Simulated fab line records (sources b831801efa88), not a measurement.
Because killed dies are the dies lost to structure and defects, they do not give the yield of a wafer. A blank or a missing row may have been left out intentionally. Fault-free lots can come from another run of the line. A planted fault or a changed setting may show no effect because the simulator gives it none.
fab line records | flow sky130
record: lots: 12 wafers: 36 last-day: 49
route steps=708 shown METAL2@501 VIA4@651 METAL5@661 PASSIVATION@681 PAD_OPEN@708
lots with no fault: from the same line, run without faults
start-h: the number of hours between the record's first day and the start of the first shown wafer of the lot | wait-h: hours from the lot's prior step to this one | " the same as in the row above | L1.1+2: one row covering several wafers at once | - value missing, or start not given | * or withheld: withheld | < > ~ a bound
route shown NAME@n: NAME is a module with steps in the file, n the number in the route of the first one | usual: the fault-free wafers' mean and standard deviation | same: alike in all rows | chamber/n: place in a boat | sites: readings site by site | _std_site: the standard deviation of these | _edge_site: the outer-site mean with the inner-site mean subtracted | radius-mm: for every site, how far away it sits from the centre of the wafer | mask NAME#n: copy n | behind: the last tool/chamber to shape the wafer | hold: why the lot went on hold/how many hours it stayed there/how the hold came to an end | device: whichever transistor did not switch (one of n, p or np) | end of line: tests of these same wafers at the route's end | for a step that has no rows: nothing shown but its recipe | killed: at the first sort, the dies lost to defects and structure; wafer yield is something else | map: a wafer's dies, x killed, . not, _ none there
set.NAME: the run value of the setting; set.NAME@STEP: its run value at that earlier step | model.NAME: the simulator's own value behind a step, which no gauge read
the route's steps for a sample of lots (tables are steps, rows are wafers)
services: a tool's chamber out of use, with start hour (start-h, from the record's first day; less than 0 if before it), hours out, and reason
== steps ==
step: SKY_METAL2_ETCH_18
recipe: chemistry: N2/H2 target: BARC ion-energy-ev: 200 bias-w: 100 pressure-mtorr: 30 n2-flow-sccm: 100 h2-flow-sccm: 200 icp-w: 500 stop-on: SiO2 time-s: 45.9 target-depth-a: 600
usual: drypump-motor-current-A: 6.0/0.59 oes-product-au: 0.855/0.0048 throttle-valve-pct: 13.225/0.0085
columns lot.wafer tool chamber start-h wait-h drypump-motor-current-A oes-product-au rf-hours-counter-h throttle-valve-pct
L670.3 rie-metal-02 0 830.41 0.1 6.7 0.848 - 13.226
L670.4 " 0 " " 6.7 0.849 - 13.217
L670.5 " 0 " " 6.7 0.853 - 13.238
L673.1 rie-metal-03 0 852.89 0.0 6.1 0.862 17 13.234
L673.2 " 1 " " 5.4 0.850 16 13.217
L673.4 " 0 " " 6.2 0.858 - 13.213
L674.1 rie-metal-02 0 859.35 0.0 6.7 0.850 17 13.228
L674.4 " 0 " " 6.7 0.854 - 13.218
L674.5 " 0 " " 6.7 0.858 - 13.230
L675.1 rie-metal-01 0 866.80 0.1 5.2 0.852 5 13.223
L675.2 " 0 " " 5.2 0.855 - 13.221
L675.5 " 0 " " 5.2 0.859 - 13.229
L676.2 rie-metal-01 1 878.70 0.0 6.2 0.852 11 13.225
L676.3 " 1 " " 6.2 0.855 - 13.226
L676.5 " 0 " " 5.2 0.856 - 13.230
L677.1 rie-metal-01 1 886.69 0.0 6.2 0.851 11 13.231
L677.2 " 0 " " 5.2 0.857 6 13.228
L677.4 " 0 " " 5.2 0.852 - 13.225
L678.1 rie-metal-02 1 898.99 0.0 5.3 0.851 2 13.213
L678.4 " 0 " " 6.7 0.864 - 13.218
L678.6 " 0 " " 6.7 0.850 - 13.248
L679.4 rie-metal-03 0 899.43 0.1 6.1 0.851 - 13.229
L679.5 " 0 " " 6.1 0.848 - 13.214
L679.6 " 0 " " 6.1 0.854 - 13.213
L681.2 rie-metal-03 0 910.04 0.1 6.2 0.862 - 13.228
L681.4 " 0 " " 6.1 0.851 - 13.219
L681.5 " 0 " " 6.1 0.860 - 13.222
L682.1 rie-metal-02 0 915.42 0.0 6.7 0.854 20 13.228
L682.3 " 0 " " 6.7 0.850 - 13.237
L682.4 " 1 " " 5.3 0.857 - 13.208
L686.1 rie-metal-01 0 949.59 0.0 5.2 0.849 9 13.218
L686.3 " 0 " " 5.2 0.860 - 13.231
L686.6 " 1 " " 6.3 0.844 - 13.224
L688.1 rie-metal-03 0 960.44 0.0 6.1 0.849 5 13.221
L688.3 " 0 " " 6.2 0.851 - 13.224
L688.4 " 1 " " 5.4 0.856 - 13.226
step: SKY_VIA4_ETCH_12
recipe: target: SiO2 chemistry: C4F8/O2/Ar stop-on: TiN mask-material: NOVOLAK source-w: 1500 bias-w: 1200 pressure-mtorr: 40 c4f8-flow-sccm: withheld O2_flow_sccm: 6 Ar_flow_sccm: 300 time-s: withheld target-depth-a: 5800
usual: oes-product-au: 0.926/0.0048
columns lot.wafer tool chamber start-h wait-h oes-product-au
L670.3 rie-diel-03 0 1011.65 0.1 0.918
L670.4 " 2 " " 0.932
L670.5 " 2 " " 0.923
L673.1 rie-diel-01 2 1033.62 0.0 0.929
L673.2 " 0 " " 0.922
L673.4 " 1 " " 0.924
L674.1 rie-diel-04 3 1038.33 0.0 0.915
L674.4 " 1 " " 0.923
L674.5 " 0 " " 0.930
L675.1 rie-diel-03 2 1043.98 0.0 0.918
L675.2 " 3 " " 0.936
L675.5 " 2 " " 0.928
L676.2 rie-diel-03 2 1052.68 0.0 0.927
L676.3 " 0 " " 0.925
L676.5 " 0 " " 0.927
L677.1 rie-diel-04 2 1061.22 0.0 0.932
L677.2 " 0 " " 0.927
L677.4 " 1 " " 0.936
L678.1 rie-diel-04 2 1072.84 0.0 0.918
L678.4 " 1 " " 0.923
L678.6 " 0 " " 0.938
L679.4 rie-diel-03 0 1073.94 0.0 0.923
L679.5 " 3 " " 0.935
L679.6 " 0 " " 0.927
L681.2 rie-diel-04 3 1082.04 0.0 0.927
L681.4 " 1 " " 0.925
L681.5 " 3 " " 0.929
L682.1 rie-diel-01 2 1085.77 0.0 0.933
L682.3 " 3 " " 0.922
L682.4 " 2 " " 0.926
L686.1 rie-diel-03 3 1113.48 0.0 0.924
L686.3 " 0 " " 0.925
L686.6 " 0 " " 0.921
L688.1 rie-diel-03 0 1121.38 0.0 0.929
L688.3 " 1 " " 0.923
L688.4 " 3 " " 0.928
step: SKY_METAL5_SPUTTER_00
recipe: material: Ti target-thk-nm: 15 power-w: 3000 time-s: 10 chamber-pressure-pa: 0.4
usual: throttle-valve-pct: 30.6/1.2
columns lot.wafer tool chamber start-h wait-h throttle-valve-pct
L670.3 pvd-sputter-04 - 1013.05 0.1 30.3
L670.4 " - " " 29.2
L670.5 " - " " 30.9
L673.1 pvd-sputter-03 - 1034.98 0.2 33.2
L673.2 " - " " 31.0
L673.4 " - " " 29.5
L674.1 pvd-sputter-04 - 1039.75 0.1 30.3
L674.4 " - " " 31.0
L674.5 " - " " 30.9
L675.1 pvd-sputter-01 - 1045.34 0.1 29.5
L675.2 " - " " 32.2
L675.5 " - " " 30.0
L676.2 pvd-sputter-03 - 1054.04 0.1 31.0
L676.3 " - " " 33.1
L676.5 " - " " 30.8
L677.1 pvd-sputter-04 - 1062.58 0.2 30.9
L677.2 " - " " 30.1
L677.4 " - " " 29.2
L678.1 pvd-sputter-04 - 1074.24 0.1 30.3
L678.4 " - " " 30.6
L678.6 " - " " 29.1
L679.4 pvd-sputter-01 - 1075.31 0.1 29.6
L679.5 " - " " 31.9
L679.6 " - " " 30.0
L681.2 pvd-sputter-04 - 1084.02 0.1 30.8
L681.4 " - " " 29.4
L681.5 " - " " 30.4
L682.1 pvd-sputter-04 - 1087.13 0.1 30.0
L682.3 " - " " 29.4
L682.4 " - " " 30.9
L686.1 pvd-sputter-03 - 1115.43 0.2 29.7
L686.3 " - " " 30.7
L686.6 " - " " 33.1
L688.1 pvd-sputter-04 - 1122.75 0.1 29.3
L688.3 " - " " 30.9
L688.4 " - " " 30.8
step: SKY_PASSIVATION_CVD_00
recipe: material: SiO2 target-thk-nm: 90 temp-c: 400 time-s: withheld rf-w: 600
usual: heater-power-w: 673/75
columns lot.wafer tool chamber start-h wait-h heater-power-w
L670.3 pecvd-01 0 1036.24 0.0 638
L670.4 " 2 " " 667
L670.5 " 2 " " 675
L673.1 pecvd-03 0 1058.43 0.0 698
L673.2 " 1 " " 633
L673.4 " 1 " " 631
L674.1 pecvd-03 2 1063.04 0.0 800
L674.4 " 0 " " 689
L674.5 " 1 " " 630
L675.1 pecvd-01 0 1068.44 0.0 700
L675.2 " 2 " " 780
L675.5 " 1 " " 681
L676.2 pecvd-02 0 1076.03 0.0 682
L676.3 " 2 " " 634
L676.5 " 0 " " 684
L677.1 pecvd-02 2 1083.85 0.0 642
L677.2 " 1 " " 547
L677.4 " 0 " " 666
L678.1 pecvd-01 0 1095.62 0.0 724
L678.4 " 0 " " 724
L678.6 " 2 " " 663
L679.4 pecvd-02 2 1097.13 0.0 719
L679.5 " 1 " " 513
L679.6 " 0 " " 787
L681.2 pecvd-02 1 1105.61 0.0 583
L681.4 " 0 " " 763
L681.5 " 1 " " 584
L682.1 pecvd-02 2 1108.72 0.0 743
L682.3 " 1 " " 592
L682.4 " 2 " " 753
L686.1 pecvd-02 2 1135.93 0.0 743
L686.3 " 0 " " 669
L686.6 " 2 " " 765
L688.1 pecvd-01 1 1142.50 0.0 669
L688.3 " 0 " " 685
L688.4 " 0 " " 679
step: SKY_PAD_OPEN_PROBE_99
usual: defect-limited-yield: 82.3/1.9 killed_at_M0_to_M3: 44/7.4 killed_at_M4_up: 3.2/1.8 killed-at-contacts: 25/5.2 killed-at-front-end: 15/4.5 killed-at-other: 0.2/0.43 killed-dies: 87/9.6 killed-open: 48/7.6 killed-short: 40/5.7 sort_bin_3_pad_short: 0.9/0.45 sort_bin_5_function: 10.5/1.5 sort_bin_6_memory: 6.3/1.2 sort-n-pass: 405/9.6 sort-yield-pct: 82.3/1.9
same: gross-dies: 492 killed-at-back-side: 0 sort_bin_4_leakage[%]: 0 sort_bin_8_speed[%]: 0
columns lot.wafer tool chamber start-h wait-h defect-limited-yield[%] killed_at_M0_to_M3 killed_at_M4_up killed-at-contacts killed-at-front-end killed-at-other killed-dies killed-open killed-short sort_bin_3_pad_short[%] sort_bin_5_function[%] sort_bin_6_memory[%] sort-n-pass sort-yield-pct[%]
L674.1 prober-02 - 1106.95 0.1 83.3 47 2 18 15 0 82 39 43 2.0 7.5 7.1 410 83.3
L674.4 prober-02 - 1107.10 0.2 82.1 48 4 24 12 0 88 44 44 0.6 8.9 8.3 404 82.1
L674.5 prober-02 - 1107.15 0.2 80.1 41 6 31 20 0 98 54 44 0.4 13.4 6.1 394 80.1
L676.2 prober-02 - 1118.79 0.1 83.1 40 4 25 14 0 83 49 34 0.6 8.1 8.1 409 83.1
L676.3 prober-02 - 1118.84 0.2 80.9 35 3 27 29 0 94 57 37 2.0 11.0 6.1 398 80.9
L676.5 prober-02 - 1118.94 0.2 84.3 32 5 18 22 0 77 38 39 1.0 9.3 5.3 415 84.3
L677.1 prober-01 - 1125.33 0.1 81.5 43 2 25 20 1 91 54 37 1.8 11.6 5.1 401 81.5
L677.2 prober-01 - 1125.38 0.1 85.2 43 1 18 11 0 73 41 32 0.4 8.9 5.5 419 85.2
L677.4 prober-01 - 1125.48 0.2 83.7 40 4 17 19 0 80 39 41 2.0 10.0 4.3 412 83.7
L678.1 prober-02 - 1137.85 0.1 81.1 54 0 28 11 0 93 52 41 1.2 11.8 5.9 399 81.1
L678.4 prober-02 - 1138.00 0.2 81.5 46 3 24 18 0 91 47 44 1.4 11.2 5.9 401 81.5
L678.6 prober-02 - 1138.10 0.2 83.3 46 1 29 6 0 82 49 33 0.6 11.8 4.3 410 83.3
L679.4 prober-01 - 1139.68 0.2 78.0 64 3 27 14 0 108 66 42 0.6 13.0 8.3 384 78.0
L679.5 prober-01 - 1139.73 0.2 83.7 35 3 30 12 0 80 38 42 0.6 8.9 6.7 412 83.7
L679.6 prober-01 - 1139.78 0.2 82.5 43 2 31 10 0 86 44 42 1.2 10.2 6.1 406 82.5
L681.2 prober-01 - 1146.76 0.1 83.5 48 2 14 17 0 81 40 41 1.2 8.5 6.7 411 83.5
L681.4 prober-01 - 1146.86 0.2 81.5 52 2 26 11 0 91 53 38 0.4 12.8 5.3 401 81.5
L681.5 prober-01 - 1146.91 0.2 83.7 49 0 19 12 0 80 50 30 0.8 8.5 6.9 412 83.7
L682.1 prober-02 - 1149.52 0.1 81.7 49 5 18 18 0 90 46 44 1.0 11.4 5.9 402 81.7
L682.3 prober-02 - 1149.62 0.2 78.9 53 2 32 16 1 104 54 50 1.4 13.0 6.7 388 78.9
L682.4 prober-02 - 1149.67 0.2 80.1 43 3 30 22 0 98 47 51 1.6 11.6 6.7 394 80.1
L686.1 prober-02 - 1173.73 0.1 76.6 77 2 25 9 2 115 44 40 2.2 12.8 8.3 377 76.6
L686.3 prober-02 - 1173.83 0.2 81.3 59 5 20 8 0 92 34 33 1.4 10.0 7.3 400 81.3
L686.6 prober-02 - 1173.98 0.2 75.8 80 1 24 13 1 119 52 28 2.0 14.0 8.1 373 75.8
killed by level:class
L674.1 METAL1:geometric-particle:short=13 LI_CONTACT:geometric-particle:open=7 CONTACT:geometric-particle:open=6 VIA2:geometric-particle:open=6 POLY_GATE:geometric-particle:short=5 METAL1:geometric-particle:open=5 VIA1:geometric-particle:short=5 METAL2:geometric-particle:short=5
L674.4 VIA1:geometric-particle:short=9 VIA1:geometric-particle:open=9 VIA2:geometric-particle:open=8 LI_CONTACT:geometric-particle:open=7 POLY_GATE:geometric-particle:short=6 VIA3:geometric-particle:open=6 LOCAL_INTERCONNECT:geometric-particle:short=5 CONTACT:geometric-particle:open=5
L674.5 CONTACT:geometric-particle:open=11 VIA2:geometric-particle:open=10 LI_CONTACT:geometric-particle:open=7 METAL1:geometric-particle:short=7 POLY_GATE:geometric-particle:open=6 LOCAL_INTERCONNECT:geometric-particle:short=6 VIA3:geometric-particle:open=6 VIA1:geometric-particle:open=5
L676.2 VIA1:geometric-particle:open=10 CONTACT:geometric-particle:open=9 VIA2:geometric-particle:open=6 LI_CONTACT:geometric-particle:open=5 LOCAL_INTERCONNECT:geometric-particle:short=5 FIELD_ISO:geometric-particle:open=4 POLY_GATE:geometric-particle:open=4 METAL2:geometric-particle:short=4
L676.3 LI_CONTACT:geometric-particle:open=11 POLY_GATE:geometric-particle:short=10 POLY_GATE:geometric-particle:open=9 VIA2:geometric-particle:open=9 CONTACT:geometric-particle:open=7 VIA1:geometric-particle:open=6 VIA3:geometric-particle:open=6 FIELD_ISO:geometric-particle:open=5
L676.5 CONTACT:geometric-particle:open=7 POLY_GATE:geometric-particle:open=6 METAL2:geometric-particle:short=6 VIA2:geometric-particle:open=6 LI_CONTACT:geometric-particle:open=5 METAL4:geometric-particle:short=5 FIELD_ISO:geometric-particle:short=4 VIA3:geometric-particle:short=4
L677.1 VIA1:geometric-particle:open=16 CONTACT:geometric-particle:open=14 POLY_GATE:geometric-particle:short=7 VIA1:geometric-particle:short=7 POLY_GATE:geometric-particle:open=6 VIA2:geometric-particle:open=6 METAL2:geometric-particle:short=5 LI_CONTACT:geometric-particle:open=4
L677.2 VIA1:geometric-particle:open=10 CONTACT:geometric-particle:open=9 VIA2:geometric-particle:open=9 VIA3:geometric-particle:open=6 LI_CONTACT:geometric-particle:short=4 VIA2:geometric-particle:short=4 VIA1:geometric-particle:short=3 POLY_GATE:geometric-particle:short=3
L677.4 VIA2:geometric-particle:open=11 POLY_GATE:geometric-particle:short=9 VIA1:geometric-particle:open=7 FIELD_ISO:geometric-particle:short=5 CONTACT:geometric-particle:open=5 METAL1:geometric-particle:short=5 LI_CONTACT:geometric-particle:open=4 VIA1:geometric-particle:short=4
L678.1 VIA3:geometric-particle:open=14 CONTACT:geometric-particle:open=11 VIA1:geometric-particle:open=10 VIA1:geometric-particle:short=8 LOCAL_INTERCONNECT:geometric-particle:short=7 VIA2:geometric-particle:open=7 FIELD_ISO:geometric-particle:short=4 LI_CONTACT:geometric-particle:open=4
L678.4 CONTACT:geometric-particle:open=10 METAL1:geometric-particle:short=8 POLY_GATE:geometric-particle:short=6 LOCAL_INTERCONNECT:geometric-particle:short=6 VIA1:geometric-particle:short=6 VIA1:geometric-particle:open=6 VIA2:geometric-particle:open=6 FIELD_ISO:geometric-particle:short=5
L678.6 VIA1:geometric-particle:open=15 CONTACT:geometric-particle:open=9 LI_CONTACT:geometric-particle:open=8 VIA3:geometric-particle:open=8 CONTACT:geometric-particle:short=6 VIA2:geometric-particle:open=4 METAL3:geometric-particle:short=4 VIA3:geometric-particle:short=4
L679.4 VIA1:geometric-particle:open=19 CONTACT:geometric-particle:open=10 VIA2:geometric-particle:open=9 FIELD_ISO:geometric-particle:open=6 VIA1:geometric-particle:short=6 VIA2:geometric-particle:short=6 METAL2:geometric-particle:short=6 LI_CONTACT:geometric-particle:open=5
L679.5 CONTACT:geometric-particle:open=10 VIA1:geometric-particle:open=9 LI_CONTACT:geometric-particle:open=7 METAL1:geometric-particle:short=7 LOCAL_INTERCONNECT:geometric-particle:short=6 METAL2:geometric-particle:short=6 CONTACT:geometric-particle:short=5 FIELD_ISO:geometric-particle:open=4
L679.6 VIA1:geometric-particle:open=15 CONTACT:geometric-particle:open=10 METAL2:geometric-particle:short=8 LOCAL_INTERCONNECT:geometric-particle:short=7 CONTACT:geometric-particle:short=7 VIA3:geometric-particle:short=6 VIA2:geometric-particle:open=4 VIA3:geometric-particle:open=4
L681.2 METAL2:geometric-particle:short=11 VIA1:geometric-particle:open=10 FIELD_ISO:geometric-particle:short=7 LI_CONTACT:geometric-particle:open=7 VIA2:geometric-particle:open=7 POLY_GATE:geometric-particle:short=4 METAL1:geometric-particle:short=4 VIA1:geometric-particle:short=4
L681.4 VIA1:geometric-particle:open=18 LI_CONTACT:geometric-particle:open=10 CONTACT:geometric-particle:open=7 VIA2:geometric-particle:open=6 VIA3:geometric-particle:open=6 CONTACT:geometric-particle:short=6 METAL2:geometric-particle:short=5 VIA3:geometric-particle:short=4
L681.5 VIA1:geometric-particle:open=17 LI_CONTACT:geometric-particle:open=7 CONTACT:geometric-particle:open=7 METAL2:geometric-particle:short=7 VIA3:geometric-particle:open=7 VIA2:geometric-particle:open=6 METAL1:geometric-particle:short=4 POLY_GATE:geometric-particle:short=4
L682.1 VIA1:geometric-particle:open=14 FIELD_ISO:geometric-particle:short=9 VIA3:geometric-particle:open=8 FIELD_ISO:geometric-particle:open=7 CONTACT:geometric-particle:open=7 METAL2:geometric-particle:short=6 METAL1:geometric-particle:short=5 CONTACT:geometric-particle:short=4
L682.3 CONTACT:geometric-particle:open=11 METAL1:geometric-particle:short=11 LI_CONTACT:geometric-particle:open=10 VIA3:geometric-particle:open=8 METAL2:geometric-particle:short=7 VIA1:geometric-particle:open=7 LOCAL_INTERCONNECT:geometric-particle:short=6 VIA1:geometric-particle:short=6
L682.4 VIA1:geometric-particle:open=9 CONTACT:geometric-particle:short=8 CONTACT:geometric-particle:open=8 METAL1:geometric-particle:short=7 FIELD_ISO:geometric-particle:open=6 POLY_GATE:geometric-particle:short=6 LI_CONTACT:geometric-particle:open=6 METAL2:geometric-particle:short=6
L686.1 METAL2:unspecified=31 CONTACT:geometric-particle:open=11 VIA1:geometric-particle:open=9 VIA2:geometric-particle:open=9 LI_CONTACT:geometric-particle:open=5 METAL2:geometric-particle:short=5 METAL1:geometric-particle:short=4 METAL3:geometric-particle:short=4
L686.3 METAL2:unspecified=25 VIA1:geometric-particle:open=10 CONTACT:geometric-particle:open=7 METAL2:geometric-particle:short=7 VIA2:geometric-particle:open=6 LOCAL_INTERCONNECT:geometric-particle:short=6 VIA1:geometric-particle:short=4 METAL4:geometric-particle:short=4
L686.6 METAL2:unspecified=39 CONTACT:geometric-particle:open=9 VIA1:geometric-particle:open=8 LI_CONTACT:geometric-particle:open=7 VIA2:geometric-particle:open=6 VIA3:geometric-particle:open=6 METAL1:geometric-particle:short=5 METAL2:geometric-particle:short=4
== services ==
columns tool chamber start-h hours kind
rie-diel-04 0 809.73 7.5 repair
pecvd-01 - 824.21 14.6 pm
rie-diel-04 1 855.31 9.0 repair
rie-metal-01 1 858.48 9.9 repair
rie-metal-02 1 868.53 20.7 repair
rie-diel-04 0 876.94 11.7 repair
rie-metal-03 - 902.24 0.3 repair
rie-metal-03 - 912.49 0.3 repair
rie-diel-03 3 934.45 3.5 repair
pecvd-02 0 939.39 5.1 repair
rie-metal-03 - 973.50 0.1 repair
rie-metal-02 - 973.98 0.3 repair
rie-diel-03 - 978.99 2.0 repair
rie-metal-02 - 982.99 1.4 pm
pvd-sputter-04 - 983.36 7.5 repair
rie-diel-03 - 984.03 2.1 repair
pecvd-02 2 993.52 7.2 repair
rie-diel-03 3 1002.94 18.6 repair
rie-metal-02 0 1004.57 1.5 repair
rie-diel-03 2 1013.79 1.8 repair
pvd-sputter-04 - 1020.97 0.5 repair
rie-diel-03 2 1025.93 4.0 repair
rie-diel-03 0 1037.84 11.7 repair
rie-diel-03 - 1137.45 15.6 pm
== key ==
first-sign: step: SKY_PAD_OPEN_PROBE_99 reading: killed_at_M0_to_M3 direction: up sigmas: 3.7 usual: 44 struck: 72
effect: step: SKY_PAD_OPEN_PROBE_99 reading: sort-n-pass direction: down sigmas: 2.2 usual: 405 struck: 383
met-at SKY_METAL2_ETCH_18
struck-lots L686
not-acting-at SKY_VIA4_ETCH_12,SKY_METAL5_SPUTTER_00,SKY_PASSIVATION_CVD_00
onset-between 886.69 949.59
fault: kind: chamber-particle-source tool: rie-metal-01 chamber: - onset-h: 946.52 steps: SKY_METAL2_ETCH_18 rate-per-visit-cm2: 0.55122 end-h: 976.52
